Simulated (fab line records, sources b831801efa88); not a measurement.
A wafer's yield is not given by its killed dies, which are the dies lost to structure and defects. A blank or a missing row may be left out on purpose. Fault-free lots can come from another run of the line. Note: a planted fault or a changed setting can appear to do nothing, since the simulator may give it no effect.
Chamber matching ; flow sky130 ; SKY_VIA1_CMP_24 on cmp-02: 4 sister chambers
The step polishes, stops on SiO2, t overpolish 15 s, target thk 0 nm. 8 wafers are shown with their chamber, then 7 later ones without.

== EACH WAFER AND ITS CHAMBER ==
wafer;chamber;motorCurrentA (A);timeToEndpointS (s)
L829.4;3;9.2;61
L829.5;1;9.9;61
L829.6;0;13.3;68
L828.1;2;11.2;66
L828.2;1;10.5;67
L828.5;2;11.6;63
L831.1;0;13.3;72
L831.2;3;9.2;65

== WAFERS MISSING THEIR CHAMBER ==
wafer;motorCurrentA (A);timeToEndpointS (s)
L831.3;11.0;68
L834.1;9.4;61
L834.2;10.3;61
L834.5;11.9;64
L837.1;12.8;63
L837.5;9.2;62
L841.1;11.5;65

== EACH ONE'S CHAMBER ==
wafer;from the rows above;in truth
L831.3;can't be placed: 2 or 1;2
L834.1;3;3
L834.2;1;1
L834.5;2;2
L837.1;0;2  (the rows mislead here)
L837.5;3;3
L841.1;2;2
Correct placement for 5 of the 7. From these rows, 1 cannot be placed; in 1 the true chamber is one of the candidates. Placed wrongly: 1.
How it was worked out, from the rows above alone: a wafer's distance from a chamber is the root of the sum, over the readings, of the square of ((its reading less the chamber's mean) divided by the reading's scatter). If the next closest chamber is less than 2 further off than the closest, the wafer can't be placed; otherwise it belongs to the closest. For every chamber, the mean is computed from those of its wafers that are shown. The scatter: the root of (the sum of the squares of (reading less its chamber's mean) over the shown wafers, divided by (wafers less chambers)).
